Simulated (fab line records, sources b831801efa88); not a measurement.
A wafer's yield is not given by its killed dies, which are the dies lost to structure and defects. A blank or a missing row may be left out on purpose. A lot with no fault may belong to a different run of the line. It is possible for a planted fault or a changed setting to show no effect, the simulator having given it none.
Commonality check across tools ; flow gf180mcu ; 11 lots and 33 wafers in the sample

== WHY THIS WAS OPENED ==
2 of 11 lots carry a flag on the reading V2_W_RS at GF_V2_RS_MEAS_24. Fault-free wafers read 0.328 ohm/sq, with a standard deviation of 0.0037.
Rule: a lot gets a flag if all its wafers with a number sit over 4 standard deviations from that mean, or if no wafer of it has a number. As for the other lots, they are considered sound.

lot;measured;on;V2_W_RS (ohm/sq), wafer by wafer;flag
L470;day 21 13:38;film-metro-02;0.326 0.329 0.333;
L474;day 22 22:50;film-metro-04;0.419 0.423 0.416;FLAGGED
L475;day 23 11:18;film-metro-03;0.328 0.330 0.323;
L476;day 23 22:31;film-metro-02;0.418 0.412 0.415;FLAGGED
L478;day 24 13:14;film-metro-04;0.329 0.327 0.330;
L477;day 24 14:26;film-metro-03;0.326 0.329 0.334;
L482;day 26 04:07;film-metro-03;0.327 0.326 0.328;
L485;day 26 18:40;film-metro-02;0.329 0.321 0.327;
L487;day 27 05:47;film-metro-02;0.329 0.330 0.334;
L488;day 27 17:56;film-metro-02;0.328 0.330 0.326;
L490;day 28 00:38;film-metro-04;0.324 0.323 0.334;
Average over the flagged lots: 0.417 ohm/sq; offset from the usual +0.089 ohm/sq, equal to +24 standard deviations.

== WHICH TOOL RAN EACH LOT ==
The record holds 1 process step before the reading, out of a route of 602 steps. Each cell gives the tool, then ch followed by the chambers the sampled wafers passed through, then the start.
lot;flag;GF_V2_CVD_23
L470;;cvd-w-01 ch 0,1, day 21 13:29
L474;FLAGGED;cvd-w-01 ch 0,1, day 22 22:43
L475;;cvd-w-02 ch 0,1, day 23 11:11
L476;FLAGGED;cvd-w-01 ch 0,1, day 23 22:24
L478;;cvd-w-02 ch 0,1, day 24 13:06
L477;;cvd-w-02 ch 0,1, day 24 14:17
L482;;cvd-w-02 ch 0,1, day 26 03:59
L485;;cvd-w-01 ch 0,1, day 26 18:33
L487;;cvd-w-02 ch 0,1, day 27 05:40
L488;;cvd-w-01 ch 0,1, day 27 17:50
L490;;cvd-w-01 ch 0,1, day 28 00:32
These steps, and what they do:
- GF_V2_CVD_23: deposits W, target thk 350 nm, time 104.94 s.
- GF_V2_RS_MEAS_24: measures by four-point-probe.

== FLAGGED AGAINST TOTAL, ONE TOOL AT A TIME (gauges that did the reading follow at the end) ==
step;tool;lots run;flagged;share of the flagged lots;sound lots run after its first flagged lot
GF_V2_CVD_23;cvd-w-01;6;2;all;3 (L485,L488,L490)
GF_V2_CVD_23;cvd-w-02;5;0;none;-
GF_V2_RS_MEAS_24;film-metro-02;5;1;some;3 (L485,L487,L488)
GF_V2_RS_MEAS_24;film-metro-03;3;0;none;-
GF_V2_RS_MEAS_24;film-metro-04;3;1;some;2 (L478,L490)

== WHAT THE TABLE ALLOWS ==
In the table, 1 row covers all flagged lots: cvd-w-01 at GF_V2_CVD_23.
- cvd-w-01 at GF_V2_CVD_23: 2 of its 6 lots flagged. Sound lots followed the first flagged one (L485, L488, L490) on it, something a lasting fault affecting the whole tool could not allow. Its own readings lie more than 4 standard deviations out on every wafer of the flagged lots: susceptor-temp-C.
No row of the table ran every flagged lot and no sound lot after the first.

== WHAT WAS PUT IN BY THE SIMULATOR ==
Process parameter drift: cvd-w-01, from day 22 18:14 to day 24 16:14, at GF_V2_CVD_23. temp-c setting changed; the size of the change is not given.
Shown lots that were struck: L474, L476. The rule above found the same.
